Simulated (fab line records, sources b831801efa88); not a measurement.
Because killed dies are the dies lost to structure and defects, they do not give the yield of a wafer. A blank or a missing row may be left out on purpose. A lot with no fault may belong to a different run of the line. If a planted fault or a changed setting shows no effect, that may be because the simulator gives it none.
Which tool did it? || flow gf180mcu || 42 wafers from 14 lots sampled at 5 of the route's 602 steps

## WHAT THE GAUGES READ, wafer by wafer
GF_STI_THK_MEAS_22.
{"lot": "L764", "measured": "day 2 04:20", "on": "film-metro-02", "STI_OXIDATION_01_THK (nm)": "16.0 15.5 15.6"}
{"lot": "L766", "measured": "day 2 14:01", "on": "film-metro-03", "STI_OXIDATION_01_THK (nm)": "15.1 14.8 15.2"}
{"lot": "L767", "measured": "day 2 18:53", "on": "film-metro-03", "STI_OXIDATION_01_THK (nm)": "15.3 15.3 15.0"}
{"lot": "L768", "measured": "day 3 00:11", "on": "film-metro-02", "STI_OXIDATION_01_THK (nm)": "14.9 14.7 14.9"}
{"lot": "L769", "measured": "day 3 05:35", "on": "film-metro-04", "STI_OXIDATION_01_THK (nm)": "15.0 15.0 15.1"}
{"lot": "L771", "measured": "day 3 14:38", "on": "film-metro-03", "STI_OXIDATION_01_THK (nm)": "14.7 15.0 14.9"}
{"lot": "L772", "measured": "day 3 22:37", "on": "film-metro-04", "STI_OXIDATION_01_THK (nm)": "15.6 15.6 15.5"}
{"lot": "L776", "measured": "day 4 17:41", "on": "film-metro-02", "STI_OXIDATION_01_THK (nm)": "14.9 15.0 14.8"}
{"lot": "L777", "measured": "day 4 22:33", "on": "film-metro-04", "STI_OXIDATION_01_THK (nm)": "15.2 15.2 15.1"}
{"lot": "L780", "measured": "day 5 14:26", "on": "film-metro-03", "STI_OXIDATION_01_THK (nm)": "15.3 15.3 15.1"}
{"lot": "L782", "measured": "day 5 23:41", "on": "film-metro-02", "STI_OXIDATION_01_THK (nm)": "15.3 15.4 15.4"}
{"lot": "L784", "measured": "day 6 09:57", "on": "film-metro-03", "STI_OXIDATION_01_THK (nm)": "15.6 15.5 15.6"}
{"lot": "L785", "measured": "day 6 14:55", "on": "film-metro-02", "STI_OXIDATION_01_THK (nm)": "14.9 15.0 15.0"}
{"lot": "L786", "measured": "day 6 21:49", "on": "film-metro-03", "STI_OXIDATION_01_THK (nm)": "14.4 14.4 14.4"}

GF_VT_IMPLANT_RS_MEAS_46: a four-point-probe measurement.
{"lot": "L764", "measured": "day 7 14:41", "on": "film-metro-01", "MVSD_RS (ohm/sq)": "456.7 454.3 455.3"}
{"lot": "L766", "measured": "day 8 03:11", "on": "film-metro-03", "MVSD_RS (ohm/sq)": "456.8 454.9 456.4"}
{"lot": "L767", "measured": "day 8 10:14", "on": "film-metro-03", "MVSD_RS (ohm/sq)": "456.1 456.2 458.0"}
{"lot": "L768", "measured": "day 8 14:00", "on": "film-metro-03", "MVSD_RS (ohm/sq)": "457.7 456.3 455.2"}
{"lot": "L769", "measured": "day 8 23:37", "on": "film-metro-03", "MVSD_RS (ohm/sq)": "456.4 456.4 456.9"}
{"lot": "L771", "measured": "day 9 11:22", "on": "film-metro-03", "MVSD_RS (ohm/sq)": "457.9 456.3 456.9"}
{"lot": "L772", "measured": "day 9 23:07", "on": "film-metro-01", "MVSD_RS (ohm/sq)": "456.1 456.5 455.8"}
{"lot": "L776", "measured": "day 10 23:51", "on": "film-metro-03", "MVSD_RS (ohm/sq)": "457.9 456.5 456.0"}
{"lot": "L777", "measured": "day 11 04:03", "on": "film-metro-01", "MVSD_RS (ohm/sq)": "489.3 490.5 490.8"}
{"lot": "L780", "measured": "day 12 01:19", "on": "film-metro-04", "MVSD_RS (ohm/sq)": "456.3 457.2 456.1"}
{"lot": "L782", "measured": "day 12 13:48", "on": "film-metro-04", "MVSD_RS (ohm/sq)": "488.4 487.6 488.0"}
{"lot": "L784", "measured": "day 13 04:31", "on": "film-metro-04", "MVSD_RS (ohm/sq)": "457.4 458.2 456.4"}
{"lot": "L785", "measured": "day 13 11:01", "on": "film-metro-03", "MVSD_RS (ohm/sq)": "457.0 455.6 456.1"}
{"lot": "L786", "measured": "day 13 17:22", "on": "film-metro-04", "MVSD_RS (ohm/sq)": "457.6 457.6 458.7"}

GF_V2_THK_MEAS_01.
{"lot": "L764", "measured": "day 19 02:11", "on": "film-metro-03", "V2_CVD_00_THK (nm)": "601 589 602"}
{"lot": "L766", "measured": "day 19 23:20", "on": "film-metro-03", "V2_CVD_00_THK (nm)": "602 612 604"}
{"lot": "L767", "measured": "day 20 10:06", "on": "film-metro-04", "V2_CVD_00_THK (nm)": "594 600 591"}
{"lot": "L768", "measured": "day 20 13:40", "on": "film-metro-04", "V2_CVD_00_THK (nm)": "607 608 602"}
{"lot": "L769", "measured": "day 21 03:55", "on": "film-metro-04", "V2_CVD_00_THK (nm)": "598 611 599"}
{"lot": "L771", "measured": "day 21 23:40", "on": "film-metro-01", "V2_CVD_00_THK (nm)": "600 606 610"}
{"lot": "L772", "measured": "day 22 09:36", "on": "film-metro-01", "V2_CVD_00_THK (nm)": "607 608 603"}
{"lot": "L776", "measured": "day 23 17:19", "on": "film-metro-01", "V2_CVD_00_THK (nm)": "587 587 596"}
{"lot": "L777", "measured": "day 24 01:35", "on": "film-metro-01", "V2_CVD_00_THK (nm)": "585 600 595"}
{"lot": "L780", "measured": "day 25 08:39", "on": "film-metro-01", "V2_CVD_00_THK (nm)": "599 598 596"}
{"lot": "L782", "measured": "day 25 18:47", "on": "film-metro-04", "V2_CVD_00_THK (nm)": "608 608 604"}
{"lot": "L784", "measured": "day 26 08:20", "on": "film-metro-04", "V2_CVD_00_THK (nm)": "593 598 601"}
{"lot": "L785", "measured": "day 26 17:31", "on": "film-metro-03", "V2_CVD_00_THK (nm)": "603 602 601"}
{"lot": "L786", "measured": "day 26 21:15", "on": "film-metro-01", "V2_CVD_00_THK (nm)": "599 592 600"}

## WHICH TOOL RAN EACH LOT (tool, then ch and the chambers of the sampled wafers, then the start)
{"lot": "L764", "GF_MVSD_IMPLANT_09": "implanter-04 ch 0, day 4 11:53", "GF_M2_SPUTTER_04": "pvd-sputter-02, day 18 01:40"}
{"lot": "L766", "GF_MVSD_IMPLANT_09": "implanter-03 ch 0, day 4 21:39", "GF_M2_SPUTTER_04": "pvd-sputter-04, day 18 21:50"}
{"lot": "L767", "GF_MVSD_IMPLANT_09": "implanter-02 ch 0, day 5 04:47", "GF_M2_SPUTTER_04": "pvd-sputter-02, day 19 08:19"}
{"lot": "L768", "GF_MVSD_IMPLANT_09": "implanter-04 ch 0, day 5 09:19", "GF_M2_SPUTTER_04": "pvd-sputter-02, day 19 12:26"}
{"lot": "L769", "GF_MVSD_IMPLANT_09": "implanter-02 ch 0, day 5 16:20", "GF_M2_SPUTTER_04": "pvd-sputter-02, day 20 03:22"}
{"lot": "L771", "GF_MVSD_IMPLANT_09": "implanter-02 ch 0, day 6 01:44", "GF_M2_SPUTTER_04": "pvd-sputter-04, day 20 22:57"}
{"lot": "L772", "GF_MVSD_IMPLANT_09": "implanter-03 ch 0, day 6 11:39", "GF_M2_SPUTTER_04": "pvd-sputter-01, day 21 09:45"}
{"lot": "L776", "GF_MVSD_IMPLANT_09": "implanter-04 ch 0, day 7 10:11", "GF_M2_SPUTTER_04": "pvd-sputter-01, day 22 17:45"}
{"lot": "L777", "GF_MVSD_IMPLANT_09": "implanter-02 ch 0, day 7 14:02", "GF_M2_SPUTTER_04": "pvd-sputter-01, day 23 01:52"}
{"lot": "L780", "GF_MVSD_IMPLANT_09": "implanter-04 ch 0, day 8 07:38", "GF_M2_SPUTTER_04": "pvd-sputter-02, day 24 10:03"}
{"lot": "L782", "GF_MVSD_IMPLANT_09": "implanter-02 ch 0, day 8 17:50", "GF_M2_SPUTTER_04": "pvd-sputter-01, day 24 20:44"}
{"lot": "L784", "GF_MVSD_IMPLANT_09": "implanter-04 ch 0, day 9 06:29", "GF_M2_SPUTTER_04": "pvd-sputter-01, day 25 10:50"}
{"lot": "L785", "GF_MVSD_IMPLANT_09": "implanter-03 ch 0, day 9 11:35", "GF_M2_SPUTTER_04": "pvd-sputter-01, day 25 20:05"}
{"lot": "L786", "GF_MVSD_IMPLANT_09": "implanter-03 ch 0, day 9 18:22", "GF_M2_SPUTTER_04": "pvd-sputter-04, day 25 23:44"}
- GF_MVSD_IMPLANT_09
- GF_M2_SPUTTER_04: material TiN, target thk 50 nm, time 41.7 s.

## WHAT THE TOOLS THEMSELVES READ (means of the sampled wafers that have a number; where no wafer has one, the mark that the record gives instead)
GF_MVSD_IMPLANT_09.
{"lot": "L764", "tool": "implanter-04", "dose-ions-cm2": 4.996e+12, "faraday-current-uA": 27.7}
{"lot": "L766", "tool": "implanter-03", "dose-ions-cm2": 4.997e+12, "faraday-current-uA": 27.6}
{"lot": "L767", "tool": "implanter-02", "dose-ions-cm2": 4.999e+12, "faraday-current-uA": 28.0}
{"lot": "L768", "tool": "implanter-04", "dose-ions-cm2": 4.996e+12, "faraday-current-uA": 27.9}
{"lot": "L769", "tool": "implanter-02", "dose-ions-cm2": 4.992e+12, "faraday-current-uA": 28.2}
{"lot": "L771", "tool": "implanter-02", "dose-ions-cm2": 5.006e+12, "faraday-current-uA": 28.4}
{"lot": "L772", "tool": "implanter-03", "dose-ions-cm2": 5.005e+12, "faraday-current-uA": 28.0}
{"lot": "L776", "tool": "implanter-04", "dose-ions-cm2": 5.001e+12, "faraday-current-uA": 28.5}
{"lot": "L777", "tool": "implanter-02", "dose-ions-cm2": 3.080e+12, "faraday-current-uA": 17.8}
{"lot": "L780", "tool": "implanter-04", "dose-ions-cm2": 5.003e+12, "faraday-current-uA": 28.4}
{"lot": "L782", "tool": "implanter-02", "dose-ions-cm2": 3.081e+12, "faraday-current-uA": 17.2}
{"lot": "L784", "tool": "implanter-04", "dose-ions-cm2": 5.004e+12, "faraday-current-uA": 27.9}
{"lot": "L785", "tool": "implanter-03", "dose-ions-cm2": 5.005e+12, "faraday-current-uA": 28.9}
{"lot": "L786", "tool": "implanter-03", "dose-ions-cm2": 5.002e+12, "faraday-current-uA": 28.6}

GF_M2_SPUTTER_04.
{"lot": "L764", "tool": "pvd-sputter-02", "throttle-valve-pct (%)": 29.6}
{"lot": "L766", "tool": "pvd-sputter-04", "throttle-valve-pct (%)": 29.4}
{"lot": "L767", "tool": "pvd-sputter-02", "throttle-valve-pct (%)": 29.3}
{"lot": "L768", "tool": "pvd-sputter-02", "throttle-valve-pct (%)": 29.3}
{"lot": "L769", "tool": "pvd-sputter-02", "throttle-valve-pct (%)": 29.8}
{"lot": "L771", "tool": "pvd-sputter-04", "throttle-valve-pct (%)": 29.9}
{"lot": "L772", "tool": "pvd-sputter-01", "throttle-valve-pct (%)": 29.1}
{"lot": "L776", "tool": "pvd-sputter-01", "throttle-valve-pct (%)": 30.2}
{"lot": "L777", "tool": "pvd-sputter-01", "throttle-valve-pct (%)": 29.3}
{"lot": "L780", "tool": "pvd-sputter-02", "throttle-valve-pct (%)": 29.8}
{"lot": "L782", "tool": "pvd-sputter-01", "throttle-valve-pct (%)": 29.8}
{"lot": "L784", "tool": "pvd-sputter-01", "throttle-valve-pct (%)": 28.6}
{"lot": "L785", "tool": "pvd-sputter-01", "throttle-valve-pct (%)": 28.6}
{"lot": "L786", "tool": "pvd-sputter-04", "throttle-valve-pct (%)": 29.8}

## THE ANSWER, worked out from the rows above alone
Rule: usual is defined by the lots themselves. Put in order of their means at a reading, lots are off if they are a third of the lots or fewer, leave a main group of 4 or more, and stand apart from it by a gap of 3 or more times the standard deviation of the main group's means; of several such gaps the widest counts. A main group is skipped when, at the precision printed for the reading in the tables above, its means are all equal. A lot without any number at a reading at which 4 lots or more have one is off too. Where the step has rows for the other lots, those lots are counted as sound. The gauges are gone through in route order, then the tools' own readings, and for those a lot's mean is taken as printed above. The first step at which some lot is off is used, and at that step the reading that is off furthest; a lot without a number counts as furthest.
Off: L777, L782, at GF_VT_IMPLANT_RS_MEAS_46 (MVSD_RS). The main group has a mean of 456.6 ohm/sq with a standard deviation of 0.63.
If a tool, at a process step before that reading, ran all the lots that are off and no sound lot after the first of them, it fits. Not tried: the gauges at GF_VT_IMPLANT_RS_MEAS_46; whatever is off there is also off at GF_MVSD_IMPLANT_09, on other tools, and gauge error can't account for it. One fits: implanter-02 at GF_MVSD_IMPLANT_09. Its last sound lot is L771 (day 6 01:44), its first lot that is off L777 (day 7 14:02): a fault that began between those two fits.
The tool's own readings at GF_MVSD_IMPLANT_09 bear it out: on the lots that are off they differ by more than 5 times the standard deviation of the sound lots' means. dose-ions-cm2 reads 3.080e+12 there against 5.000e+12 on the sound lots; faraday-current-uA reads 17.5 there against 28.2 on the sound lots.

## WHAT THE SIMULATOR PUT IN
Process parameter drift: implanter-02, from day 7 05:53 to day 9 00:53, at GF_MVSD_IMPLANT_09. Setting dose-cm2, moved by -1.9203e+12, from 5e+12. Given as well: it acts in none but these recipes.
Shown lots that were struck: L777, L782. This agrees with what the rule above found.
